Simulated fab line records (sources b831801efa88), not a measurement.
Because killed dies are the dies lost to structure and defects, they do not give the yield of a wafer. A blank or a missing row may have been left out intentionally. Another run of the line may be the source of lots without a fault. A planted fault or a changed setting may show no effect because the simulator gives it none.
Shared-tool check -- flow sky130 -- Lots sampled 12, wafers sampled 42

REASON IT WAS OPENED
At SKY_NWELL_RS_MEAS_29 the reading NWELL_RS is flagged on 2 of 12 lots. No-fault wafers: 624.8 ohm/sq, standard deviation 1.5.
Rule: a lot is flagged in two cases, either no wafer of it has a number, or all its wafers with numbers fall more than 4 standard deviations from that mean. The rest of the lots are taken to be sound.

lot,measured,on,"NWELL_RS (ohm/sq), wafer by wafer",flag
L703,day 5 11:05,filmMetro-04,626.4 627.7 624.4,
L704,day 5 15:38,filmMetro-03,625.2 623.9 625.4,
L708,day 6 10:11,filmMetro-03,624.5 623.5 623.7,
L712,day 7 16:23,filmMetro-04,622.8 622.8 624.1,
L713,day 8 06:00,filmMetro-01,623.2 624.9 622.7,
L714,day 8 14:30,filmMetro-01,640.1 639.4 642.2 641.3 642.5 643.0,FLAGGED
L715,day 8 14:44,filmMetro-04,623.5 623.2 623.1,
L716,day 8 18:21,filmMetro-04,641.0 642.4 641.1 640.5 641.9 641.5,FLAGGED
L717,day 9 03:14,filmMetro-01,622.8 623.1 624.0,
L719,day 9 11:29,filmMetro-04,625.8 624.5 624.0,
L724,day 10 17:32,filmMetro-01,624.2 624.2 624.5,
L726,day 11 03:56,filmMetro-03,624.8 624.8 625.7,
The numbers of the flagged lots are 641.4 ohm/sq on average: +16.6 ohm/sq against the usual, or +11 standard deviations.

LOT BY LOT: THE TOOL USED
2 process steps preceding the reading are held in the record, out of 708 steps in the route. Cell contents, in order: the tool; ch with the chambers the sampled wafers went through; the start.
lot,flag,SKY_FIELD_ISO_ETCH_15,SKY_NWELL_IMPLANT_13
L703,,"rieDiel-04 ch 0,2,3, day 2 06:44","implanter-02 ch 0, day 4 17:43"
L704,,"rieDiel-04 ch 0,1,2, day 2 08:41","implanter-02 ch 0, day 4 21:22"
L708,,"rieDiel-04 ch 1,3, day 3 06:56","implanter-01 ch 0, day 5 16:07"
L712,,"rieDiel-01 ch 0,1, day 4 04:08","implanter-02 ch 0, day 6 19:43"
L713,,"rieDiel-03 ch 0,1,3, day 4 08:14","implanter-02 ch 0, day 7 09:14"
L714,FLAGGED,"rieDiel-03 ch 0,1,3, day 4 16:15","implanter-01 ch 0, day 7 16:57"
L715,,"rieDiel-03 ch 0,2,3, day 4 20:18","implanter-04 ch 0, day 7 17:16"
L716,FLAGGED,"rieDiel-03 ch 2,3, day 4 23:38","implanter-01 ch 0, day 7 21:27"
L717,,"rieDiel-01 ch 0,1,2, day 5 07:08","implanter-02 ch 0, day 8 05:28"
L719,,"rieDiel-04 ch 0,1,2, day 5 19:08","implanter-04 ch 0, day 8 14:43"
L724,,"rieDiel-03 ch 0,2,3, day 6 20:30","implanter-02 ch 0, day 9 17:46"
L726,,"rieDiel-03 ch 0,1,2, day 7 04:53","implanter-04 ch 0, day 10 03:55"
What these steps do:
- SKY_FIELD_ISO_ETCH_15: etches the open film in CHF3/O2, stops on Si, target depth 180 nm, time 72 s.
- SKY_NWELL_IMPLANT_13
- SKY_NWELL_RS_MEAS_29: measures by four-point-probe.

FLAGGED AGAINST TOTAL, ONE TOOL AT A TIME (gauges that did the reading follow at the end)
step,tool,lots run,flagged,share of the flagged lots,sound lots run after its first flagged lot
SKY_FIELD_ISO_ETCH_15,rieDiel-01,2,0,none,-
SKY_FIELD_ISO_ETCH_15,rieDiel-03,6,2,all,"3 (L715,L724,L726)"
SKY_FIELD_ISO_ETCH_15,rieDiel-04,4,0,none,-
SKY_NWELL_IMPLANT_13,implanter-01,3,2,all,0
SKY_NWELL_IMPLANT_13,implanter-02,6,0,none,-
SKY_NWELL_IMPLANT_13,implanter-04,3,0,none,-
SKY_NWELL_RS_MEAS_29,filmMetro-01,4,1,some,"2 (L717,L724)"
SKY_NWELL_RS_MEAS_29,filmMetro-03,3,0,none,-
SKY_NWELL_RS_MEAS_29,filmMetro-04,5,1,some,1 (L719)

THE TABLE: WHAT IT ALLOWS
2 rows of the table ran every flagged lot: rieDiel-03 at SKY_FIELD_ISO_ETCH_15, implanter-01 at SKY_NWELL_IMPLANT_13.
- rieDiel-03 at SKY_FIELD_ISO_ETCH_15: 2 of its 6 lots flagged. Sound lots ran on it after the first flagged one (L715, L724, L726), which a lasting fault on the whole tool wouldn't allow.
- implanter-01 at SKY_NWELL_IMPLANT_13: 2 of its 3 lots flagged. Last sound lot L708 at day 5 16:07, first flagged lot L714 at day 7 16:57; a fault beginning in between fits. Its own readings (doseIonsCm2, faradayCurrentUA) fall more than 4 standard deviations out on all wafers of the flagged lots.
What remains is a single tool, implanter-01 at SKY_NWELL_IMPLANT_13.

WHAT THE SIMULATOR HAD INSERTED
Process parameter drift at SKY_NWELL_IMPLANT_13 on implanter-01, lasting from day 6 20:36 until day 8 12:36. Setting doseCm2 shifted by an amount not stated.
Struck lots among those shown: L714, L716. The rule above reached the same finding.
